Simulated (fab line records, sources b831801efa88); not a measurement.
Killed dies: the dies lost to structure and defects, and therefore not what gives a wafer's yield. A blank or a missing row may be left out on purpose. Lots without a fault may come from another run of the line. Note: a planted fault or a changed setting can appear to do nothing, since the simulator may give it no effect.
Which tool was responsible? / flow gf180mcu / 13 lots, 39 wafers sampled, at 2 steps of a route of 602

== WHAT EACH GAUGE READ, for each wafer ==
GF_M1_OVL_MEAS_15.
lot=L512; measured=day 18 22:29; on=overlay-01; M1_OVL (nm)=1 3 3
lot=L513; measured=day 18 23:39; on=overlay-02; M1_OVL (nm)=-2 4 -4
lot=L516; measured=day 20 06:57; on=overlay-02; M1_OVL (nm)=8 -3 -1
lot=L518; measured=day 20 18:25; on=overlay-02; M1_OVL (nm)=-2 5 2
lot=L519; measured=day 21 07:49; on=overlay-01; M1_OVL (nm)=0 6 2
lot=L521; measured=day 21 23:27; on=overlay-02; M1_OVL (nm)=3 4 7
lot=L523; measured=day 22 19:14; on=overlay-01; M1_OVL (nm)=-11 -6 -9
lot=L524; measured=day 23 03:42; on=overlay-02; M1_OVL (nm)=-2 -6 -5
lot=L526; measured=day 23 20:07; on=overlay-02; M1_OVL (nm)=-10 1 -5
lot=L530; measured=day 25 01:19; on=overlay-01; M1_OVL (nm)=1 0 0
lot=L529; measured=day 25 02:07; on=overlay-02; M1_OVL (nm)=4 9 12
lot=L531; measured=day 25 09:58; on=overlay-01; M1_OVL (nm)=-6 -2 -6
lot=L532; measured=day 25 21:36; on=overlay-02; M1_OVL (nm)=7 7 5

GF_V1_THK_MEAS_01.
lot=L512; measured=day 18 23:15; on=film metro-04; V1_CVD_00_THK (nm)=603 608 592
lot=L513; measured=day 19 00:25; on=film metro-01; V1_CVD_00_THK (nm)=614 607 605
lot=L516; measured=day 20 07:46; on=film metro-03; V1_CVD_00_THK (nm)=607 602 602
lot=L518; measured=day 20 19:23; on=film metro-01; V1_CVD_00_THK (nm)=602 603 602
lot=L519; measured=day 21 08:35; on=film metro-03; V1_CVD_00_THK (nm)=602 602 608
lot=L521; measured=day 22 00:13; on=film metro-03; V1_CVD_00_THK (nm)=595 590 592
lot=L523; measured=day 22 20:02; on=film metro-03; V1_CVD_00_THK (nm)=606 600 598
lot=L524; measured=day 23 04:29; on=film metro-03; V1_CVD_00_THK (nm)=597 609 605
lot=L526; measured=day 23 20:53; on=film metro-03; V1_CVD_00_THK (nm)=604 597 606
lot=L530; measured=day 25 02:16; on=film metro-03; V1_CVD_00_THK (nm)=603 612 610
lot=L529; measured=day 25 02:53; on=film metro-03; V1_CVD_00_THK (nm)=593 606 602
lot=L531; measured=day 25 10:44; on=film metro-03; V1_CVD_00_THK (nm)=592 595 587
lot=L532; measured=day 25 22:22; on=film metro-03; V1_CVD_00_THK (nm)=594 601 591

== WHICH TOOL RAN EACH LOT (tool, then ch and the chambers of the sampled wafers, then the start) ==
No process step before these readings appears in the record.

== AS READ BY THE TOOLS THEMSELVES (means over the sampled wafers that have a number; for cases with no such wafer, the mark the record gives instead) ==
The record holds no such reading with a usual standard deviation.

== THE ANSWER, worked out from the rows above alone ==
Rule: usual is defined by the lots themselves. Put in order of their means at a reading, lots are off if they are a third of the lots or fewer, leave a main group of 4 or more, and stand apart from it by a gap of 3 or more times the standard deviation of the main group's means; of several such gaps the widest counts. Not used: any main group whose means are identical at the precision the tables above print for the reading. Also off: a lot with no number at a reading for which 4 or more lots have one. All remaining lots with rows at the step are treated as sound. The gauges are gone through in route order, then the tools' own readings, and for those a lot's mean is taken as printed above. At the first step where some lot is off, the reading lying furthest off is the one used; lots without a number count as furthest.
Across all readings shown, no lot is off: no conclusion can be drawn from this.

== WHAT HAD BEEN PUT IN BY THE SIMULATOR ==
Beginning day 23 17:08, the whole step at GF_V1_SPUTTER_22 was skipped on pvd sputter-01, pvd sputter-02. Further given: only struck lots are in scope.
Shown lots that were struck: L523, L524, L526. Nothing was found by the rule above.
